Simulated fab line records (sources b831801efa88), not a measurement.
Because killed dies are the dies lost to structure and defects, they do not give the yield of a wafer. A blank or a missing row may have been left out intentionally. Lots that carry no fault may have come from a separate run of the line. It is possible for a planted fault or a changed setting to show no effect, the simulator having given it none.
The tool behind it: which one? | flow sfq line | 13 lots, 39 wafers sampled, at 4 steps of a route of 325

## WHAT THE GAUGES SHOWED, per wafer
SFQ_R5_RS_MEAS_933: the measuring method here is four-point-probe. Usual: R5_MONX_RS gives 7.03 ohm/sq (standard deviation 0.072).
lot  | measured     | on            | R5_MONX_RS (ohm/sq) | flag
L476 | day 56 08:10 | film metro-04 | 7.09 7.06 7.14      |
L478 | day 57 21:26 | film metro-01 | 6.98 7.03 6.98      |
L480 | day 58 17:51 | film metro-01 | 6.92 6.83 6.81      |
L481 | day 59 03:41 | film metro-04 | 6.99 6.99 7.03      |
L482 | day 59 10:39 | film metro-01 | 6.95 6.95 7.06      |
L484 | day 60 14:13 | film metro-01 | 7.06 7.08 7.01      |
L489 | day 61 21:07 | film metro-04 | 7.12 7.33 7.15      |
L491 | day 62 03:29 | film metro-01 | 7.01 7.11 6.96      |
L493 | day 63 00:21 | film metro-01 | 7.03 7.07 7.05      |
L494 | day 69 06:14 | film metro-03 | 7.13 7.23 7.18      |
L495 | day 69 13:53 | film metro-04 | 7.00 7.00 7.00      |
L496 | day 70 00:14 | film metro-04 | 7.02 6.93 6.93      |
L497 | day 70 17:18 | film metro-03 | 7.00 7.01 7.02      |

## EACH LOT AND THE TOOL THAT RAN IT (in order: tool; ch and the chambers of the sampled wafers; start)
lot  | SFQ_TRILAYER_I4_VIA_BARC_OPEN_VIA_ETCH_146 | SFQ_TRILAYER_JJ_TRILAYER_DEP_SPUTTER_109 | SFQ_TRILAYER_R5_DEP_SPUTTER_132
L476 | rie diel-01 ch 0,1, day 50 07:14           | pvd sputter-03, day 50 08:12             | pvd sputter-03, day 56 08:02
L478 | rie diel-03 ch 1,2, day 51 09:53           | pvd sputter-04, day 51 10:51             | pvd sputter-05, day 57 21:20
L480 | rie diel-01 ch 0,2, day 52 03:53           | pvd sputter-06, day 52 04:51             | pvd sputter-05, day 58 17:44
L481 | rie diel-02 ch 0,1,2, day 52 12:17         | pvd sputter-06, day 52 13:15             | pvd sputter-05, day 59 03:34
L482 | rie diel-01 ch 0,2,3, day 52 19:29         | pvd sputter-04, day 52 20:27             | pvd sputter-05, day 59 10:33
L484 | rie diel-03 ch 0,1,3, day 53 19:37         | pvd sputter-06, day 53 20:34             | pvd sputter-04, day 60 14:04
L489 | rie diel-01 ch 0,2,3, day 55 01:22         | pvd sputter-06, day 55 02:19             | pvd sputter-03, day 61 21:02
L491 | rie diel-02 ch 0,3, day 55 06:10           | pvd sputter-04, day 55 07:08             | pvd sputter-04, day 62 03:23
L493 | rie diel-02 ch 1,2, day 55 21:53           | pvd sputter-03, day 55 22:51             | pvd sputter-04, day 63 00:14
L494 | rie diel-03 ch 2,3, day 56 16:01           | pvd sputter-06, day 56 16:58             | pvd sputter-04, day 69 06:08
L495 | rie diel-03 ch 0,1, day 57 04:01           | pvd sputter-03, day 57 05:09             | pvd sputter-03, day 69 13:47
L496 | rie diel-03 ch 0,3, day 57 11:13           | pvd sputter-04, day 57 12:21             | pvd sputter-05, day 70 00:08
L497 | rie diel-01 ch 0,1,2, day 58 02:49         | pvd sputter-04, day 58 03:46             | pvd sputter-03, day 70 17:13
- SFQ_TRILAYER_I4_VIA_BARC_OPEN_VIA_ETCH_146: etches BARC in O2, target depth 125 nm, time 41.7 s.
- SFQ_TRILAYER_JJ_TRILAYER_DEP_SPUTTER_109: material Nb, target thk 150 nm, time 100 s.
- SFQ_TRILAYER_R5_DEP_SPUTTER_132: material Ti, target thk 5 nm, time 5 s.

## WHAT THE TOOLS THEMSELVES READ (means of the sampled wafers that have a number; where no wafer has one, the mark that the record gives instead)
SFQ_TRILAYER_I4_VIA_BARC_OPEN_VIA_ETCH_146. Usual: chamber pressure mTorr 30.00 mTorr, standard deviation 0.044; drypump motor current A 5.6 A, standard deviation 0.51; oes product au 0.685 a.u., standard deviation 0.0045.
lot  | tool        | chamber pressure mTorr (mTorr) | drypump motor current A (A) | oes product au (a.u.) | flag
L476 | rie diel-01 | 29.98                          | 5.9                         | 0.688                 |
L478 | rie diel-03 | 30.00                          | 5.7                         | 0.686                 |
L480 | rie diel-01 | 30.00                          | 6.2                         | 0.680                 |
L481 | rie diel-02 | 29.99                          | 5.7                         | 0.691                 |
L482 | rie diel-01 | 30.01                          | 6.0                         | 0.687                 |
L484 | rie diel-03 | 29.99                          | 5.1                         | 0.688                 |
L489 | rie diel-01 | 30.00                          | 6.0                         | 0.684                 |
L491 | rie diel-02 | 29.96                          | 6.0                         | 0.685                 |
L493 | rie diel-02 | 29.99                          | 5.6                         | 0.689                 |
L494 | rie diel-03 | 30.01                          | 5.4                         | 0.687                 |
L495 | rie diel-03 | 29.99                          | 5.3                         | 0.685                 |
L496 | rie diel-03 | 30.00                          | 4.8                         | 0.686                 |
L497 | rie diel-01 | 29.99                          | 5.7                         | 0.686                 |

SFQ_TRILAYER_JJ_TRILAYER_DEP_SPUTTER_109. Usual: 29.2 % for throttle valve pct, sd 0.65.
lot  | tool           | throttle valve pct (%) | flag
L476 | pvd sputter-03 | 29.5                   |
L478 | pvd sputter-04 | 29.6                   |
L480 | pvd sputter-06 | 29.6                   |
L481 | pvd sputter-06 | 29.7                   |
L482 | pvd sputter-04 | 29.2                   |
L484 | pvd sputter-06 | 29.2                   |
L489 | pvd sputter-06 | 29.3                   |
L491 | pvd sputter-04 | 28.9                   |
L493 | pvd sputter-03 | 29.4                   |
L494 | pvd sputter-06 | 29.6                   |
L495 | pvd sputter-03 | 29.1                   |
L496 | pvd sputter-04 | 28.1                   |
L497 | pvd sputter-04 | 28.8                   |

SFQ_TRILAYER_R5_DEP_SPUTTER_132. Usual: 29.4 % for throttle valve pct, sd 1.1.
lot  | tool           | throttle valve pct (%) | flag
L476 | pvd sputter-03 | 29.2                   |
L478 | pvd sputter-05 | 31.0                   |
L480 | pvd sputter-05 | 29.7                   |
L481 | pvd sputter-05 | 29.2                   |
L482 | pvd sputter-05 | 29.2                   |
L484 | pvd sputter-04 | 28.9                   |
L489 | pvd sputter-03 | 29.3                   |
L491 | pvd sputter-04 | 28.5                   |
L493 | pvd sputter-04 | 29.0                   |
L494 | pvd sputter-04 | 29.2                   |
L495 | pvd sputter-03 | 29.0                   |
L496 | pvd sputter-05 | 28.8                   |
L497 | pvd sputter-03 | 29.3                   |

## THE ANSWER, worked out from the rows above alone
Rule: take the mean of a lot's wafers that have a number; if it is more than 3 standard deviations from the usual mean, the lot is off. A lot without any number at a reading at which 4 lots or more have one is off too. Where the step has rows for the other lots, those lots are counted as sound. The gauges are gone through in route order, then the tools' own readings, and for those a lot's mean is taken as printed above. At the first step where some lot is off, the reading lying furthest off is the one used; lots without a number count as furthest.
No lot is off at any reading shown: from this, nothing can be told.

## WHAT THE SIMULATOR PUT IN
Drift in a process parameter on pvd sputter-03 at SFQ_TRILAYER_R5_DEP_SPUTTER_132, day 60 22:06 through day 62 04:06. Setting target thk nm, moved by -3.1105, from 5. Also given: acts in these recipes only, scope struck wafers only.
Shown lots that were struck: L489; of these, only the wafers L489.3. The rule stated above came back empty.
